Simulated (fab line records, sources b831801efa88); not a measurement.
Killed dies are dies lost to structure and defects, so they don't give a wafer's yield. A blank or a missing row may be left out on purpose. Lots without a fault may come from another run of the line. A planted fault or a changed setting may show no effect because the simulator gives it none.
Which tool did it? | flow sky130 | 6 lots, 18 wafers sampled, at 2 steps of a route of 708

WHAT THE GAUGES READ, wafer by wafer
SKY_METAL3_CD_MEAS_13: target cd 300 nm.
lot  | measured     | on        | cd_nm (nm)
L677 | day 39 08:11 | cd_sem-02 | 299.3 299.1 299.7
L680 | day 40 07:56 | cd_sem-01 | 299.4 299.8 300.5
L685 | day 42 00:03 | cd_sem-02 | 300.4 300.8 301.3
L687 | day 42 09:33 | cd_sem-01 | 300.7 300.0 300.2
L690 | day 43 10:46 | cd_sem-01 | 300.6 298.6 298.7
L697 | day 45 06:42 | cd_sem-02 | 301.0 299.2 303.0

WHICH TOOL RAN EACH LOT (tool, then ch and the chambers of the sampled wafers, then the start)
lot  | SKY_METAL3_SPUTTER_03
L677 | pvd_sputter-02, day 37 04:50
L680 | pvd_sputter-04, day 38 05:06
L685 | pvd_sputter-04, day 39 23:20
L687 | pvd_sputter-04, day 40 08:53
L690 | pvd_sputter-02, day 41 11:04
L697 | pvd_sputter-02, day 43 08:29
- SKY_METAL3_SPUTTER_03: material Ti, target thk 5 nm, time 3.3 s.

THE ANSWER, worked out from the rows above alone
Rule: what is usual is taken from the lots themselves. Put in order of their means at a reading, lots are off if they are a third of the lots or fewer, leave a main group of 4 or more, and stand apart from it by a gap of 3 or more times the standard deviation of the main group's means; of several such gaps the widest counts. A main group whose means are all the same, to the digits that the tables above print for the reading, isn't used. A lot without any number at a reading at which 4 lots or more have one is off too. The other lots that the step has rows for count as sound.
No lot is off at any reading shown: from this, nothing can be told.

WHAT THE SIMULATOR HAD PUT IN
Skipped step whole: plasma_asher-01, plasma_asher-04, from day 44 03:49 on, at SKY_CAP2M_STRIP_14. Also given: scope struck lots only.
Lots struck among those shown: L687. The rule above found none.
